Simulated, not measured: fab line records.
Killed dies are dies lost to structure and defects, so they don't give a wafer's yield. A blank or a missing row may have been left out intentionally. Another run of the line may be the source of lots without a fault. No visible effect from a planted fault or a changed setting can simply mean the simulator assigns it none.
Code-filled problem report in 8D (eight disciplines) form :: flow gf180mcu :: the parts of the form that need people (team, actions taken, sign-off) are left out

== 1. PROBLEM STATEMENT ==
Wafers free of any fault read 1453 nm (standard deviation 19) for V5_CVD_02_THK at GF_V5_THK_MEAS_03, against a mean of 1997 nm on 3 wafers of 2 lots. That puts it +29 standard deviations away from the usual mean.
First seen on wafer L470.3, day 31 06:04, on film-metro-02. The record has a number at this step for 36 wafers belonging to 12 lots. The rule behind "out" and "out of limits": a value lying over 4 standard deviations away from the usual mean. All remaining wafers that have a number are taken as sound.

== 2. WHAT IT IS; WHAT IT IS NOT ==
question: which readings at this step
is: V5_CVD_02_THK
is not: -

question: which lots
is: L470, L471
is not: L457, L460, L461, L462, L463, L466, L467, L468, L469, L472

question: which wafers of those lots
is: L470.3, L470.6, L471.3
is not: L470.5, L471.1, L471.4

question: read on which gauges
is: film-metro-02, film-metro-03
is not: film-metro-01

question: when
is: from day 31 06:04
is not: up to then (28 sound wafers); but 5 sound wafers of L471, L472 came after

== 3. THE SUSPECTS, EACH WITH WHAT RULES IT OUT ==
Counting: a tool at a process step up to the reading stays a suspect if it ran every lot that is out. Sound lots after the first of them don't rule it out here, since some wafers of a struck lot are sound.
- ruled out: the gauge at GF_V5_THK_MEAS_03. 2 gauges (film-metro-02, film-metro-03) read the wafers that are out.
- pecvd-03 at GF_V5_CVD_02 (deposits SiO2 from TEOS, target thk 1450 nm, time 163.28 s): kept. Ran every lot that is out, first one L470 (day 31 05:56); last sound lot up to then L468 (day 30 20:41).
The count leaves pecvd-03 at GF_V5_CVD_02.

== 4. THE CAUSE (what the simulator had put in) ==
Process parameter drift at GF_V5_CVD_02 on pecvd-03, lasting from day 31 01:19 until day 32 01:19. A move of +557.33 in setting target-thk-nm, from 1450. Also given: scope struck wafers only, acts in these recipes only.
This tool alone remained once counting was done.

== 5. SEQUENCE OF EFFECTS, ordered by route ==
Rows list readings where the struck wafers' mean (over those with a number) sits beyond 3 standard deviations from the usual. Only readings for which the record gives a usual standard deviation are gone through. hours: the time from each lot's start at the first step in this table that gives one to its start at this step, as a median over the lots. sigmas: the change in usual standard deviations.
hours: 0
step: GF_V5_THK_MEAS_03
reading: V5_CVD_02_THK
usual: 1453 nm
on struck wafers: 1997
change: +544
sigmas: +29

== 6. HOW IT WOULD HAVE BEEN CAUGHT EARLIER ==
Counted from the fault's start at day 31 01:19, it took 5 hours until the first out-of-limits reading at a measuring or inspecting step in this record, taken at day 31 06:04.
Of the tool readings at GF_V5_CVD_02 for which the record gives a usual standard deviation, none was out on any struck wafer, so an alarm limit of 4 standard deviations on them would not have fired.
Of the lots that are out (2), L471 began GF_V5_CVD_02 on pecvd-03 after day 31 06:04. A tool hold placed at that time would have kept it from harm.
